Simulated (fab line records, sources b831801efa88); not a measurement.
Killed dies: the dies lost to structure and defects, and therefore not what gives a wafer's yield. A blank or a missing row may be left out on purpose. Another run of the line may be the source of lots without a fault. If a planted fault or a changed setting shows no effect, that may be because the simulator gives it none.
A lot that was struck, set against a sound lot / flow sky130 / 24 steps out of a route of 708
Sound: these wafers, L765.3, L765.4, L765.5. Wafers struck: L769.3, L769.4, L769.6. Last of all comes the cause.
Per side, at each step with rows, come the tool, then ch with its chambers, and then its first start. Under that, the readings that differ: sound wafers / struck wafers / difference of the means / sigmas: that difference in standard deviations of wafers without a fault.
alike: a reading whose means differ by less than 2 such deviations, as well as words and numbers matching on both sides. not compared: withheld readings; readings where some wafer has no value; bounds like >300 that might hide an equal value; numbers whose values overlap and for which the record gives no deviation.
A row with sigmas, a row that says differs or no value, or rows on one side alone: a step with any of these is where the two part. Numbers that have no deviation but don't overlap get no sigmas and don't part them. A reading missing from all wafers of one side parts the sides only when that side holds two or more wafers.

first, 4 steps without rows for these wafers: SKY_VIA4_STRIP_14 (strips in post etch residue remover, time 1200 s); SKY_VIA4_CLEAN_15 (cleans in IPA, time 180 s); SKY_VIA4_CLEAN_16 (cleans in O3/DIW); SKY_VIA4_SPUTTER_17 (material TiN, target thk 20 nm, time 80 s).
SKY_VIA4_CVD_18: deposits W, target thk 505 nm, time 152.14 s.
  sound on cvd-w-02 ch 0,1, day 45 04:46; struck on cvd-w-02 ch 0,1, day 46 03:19
  alike: heater-power-w
SKY_VIA4_RS_MEAS_19: measures by four-point-probe.
  sound on film-metro-04 at day 45 04:54; struck on film-metro-04 at day 46 03:28
  alike: VIA4_W_RS
SKY_VIA4_THK_MEAS_20: measures by xrf.
  sound on film-metro-04 at day 45 05:00; struck on film-metro-04 at day 46 03:34
  alike: VIA4_W_THK
SKY_VIA4_CMP_21: polishes, stops on SiO2, t overpolish 25 s, target thk 0 nm.
  sound on cmp-02 ch 1,3, day 45 05:05; struck on cmp-02 ch 0,3, day 46 03:48
  alike: motor-current-A, overpolish-run-s, slurry-flow-ml-min, time-to-endpoint-s
then, 1 step without rows for these wafers: SKY_METAL5_SPUTTER_00 (material Ti, target thk 15 nm, time 10 s).
SKY_METAL5_SPUTTER_01: material TiN, target thk 20 nm, time 16.7 s.
  sound on pvd-sputter-04 at day 45 05:22; struck on pvd-sputter-02 at day 46 04:05
  alike: cathode-dc-power-W, chamber-pressure-pa, throttle-valve-pct
SKY_METAL5_SPUTTER_02: material AlCu, target thk 1150 nm, time 61.2 s.
  sound on pvd-sputter-04 at day 45 05:23; struck on pvd-sputter-02 at day 46 04:06
  alike: cathode-dc-power-W, chamber-pressure-pa, throttle-valve-pct
then, 1 step without rows for these wafers: SKY_METAL5_SPUTTER_03 (material Ti, target thk 5 nm, time 3.3 s).
SKY_METAL5_SPUTTER_04: material TiN, target thk 70 nm, time 58.3 s.
  sound on pvd-sputter-04 at day 45 05:28; struck on pvd-sputter-02 at day 46 04:10
  no value came back on the struck wafers for cathode-dc-power-W (W), chamber-pressure-pa (Pa), throttle-valve-pct (%); on the sound wafers cathode-dc-power-W (W) reads 6500.8 6498.6 6500.3
SKY_METAL5_THK_MEAS_06: measures by xrf.
  sound on film-metro-01 at day 45 05:39; struck on film-metro-01 at day 46 04:22
reading=METAL5_ALCU_THK (nm); sound=1116 1135 1139; struck=1320 1333 1353; difference=+205; sigmas=+16
then, 8 steps without rows for these wafers: SKY_METAL5_DEHYDRATE_07 (time 60 s); SKY_METAL5_HMDS_08 (prime time 60 s); SKY_METAL5_COAT_09 (resist thk 1800 nm); SKY_METAL5_SOFTBAKE_10 (time 60 s); SKY_METAL5_EXPOSE_11 (exposes mask MM5, target cd 1600 nm); SKY_METAL5_PEB_12; SKY_METAL5_DEVELOP_13 (develop time 60 s); SKY_METAL5_DESCUM_14 (chemistry O2, time 11 s).
SKY_METAL5_METAL_ETCH_15: etches the open film in Cl2/BCl3, stops on SiO2, target depth 1260 nm, time 252 s.
  sound on rie-metal-02 ch 0,1, day 46 02:05; struck on rie-metal-02 ch 0,1, day 47 00:31
reading=oes-product-au (a.u.); sound=0.900 0.895 0.897; struck=0.871 0.873 0.885; difference=-0.021; sigmas=-5
  alike: drypump-motor-current-A, throttle-valve-pct
  not compared: rf-hours-counter-h
SKY_METAL5_STRIP_16: strips in O2/N2.
  sound on plasma-asher-02 ch 0,1, day 46 02:17; struck on plasma-asher-03 ch 0,1, day 47 00:42
  alike: drypump-motor-current-A, oes-product-au, strip-time-to-endpoint-s
  not compared: rf-hours-counter-h

WHERE THEY PART
At SKY_METAL5_SPUTTER_04 first; at SKY_METAL5_METAL_ETCH_15 last (within this record only). Later steps at which nothing parts them and some readings are alike: SKY_METAL5_STRIP_16.

WHY: whatever the simulator had introduced
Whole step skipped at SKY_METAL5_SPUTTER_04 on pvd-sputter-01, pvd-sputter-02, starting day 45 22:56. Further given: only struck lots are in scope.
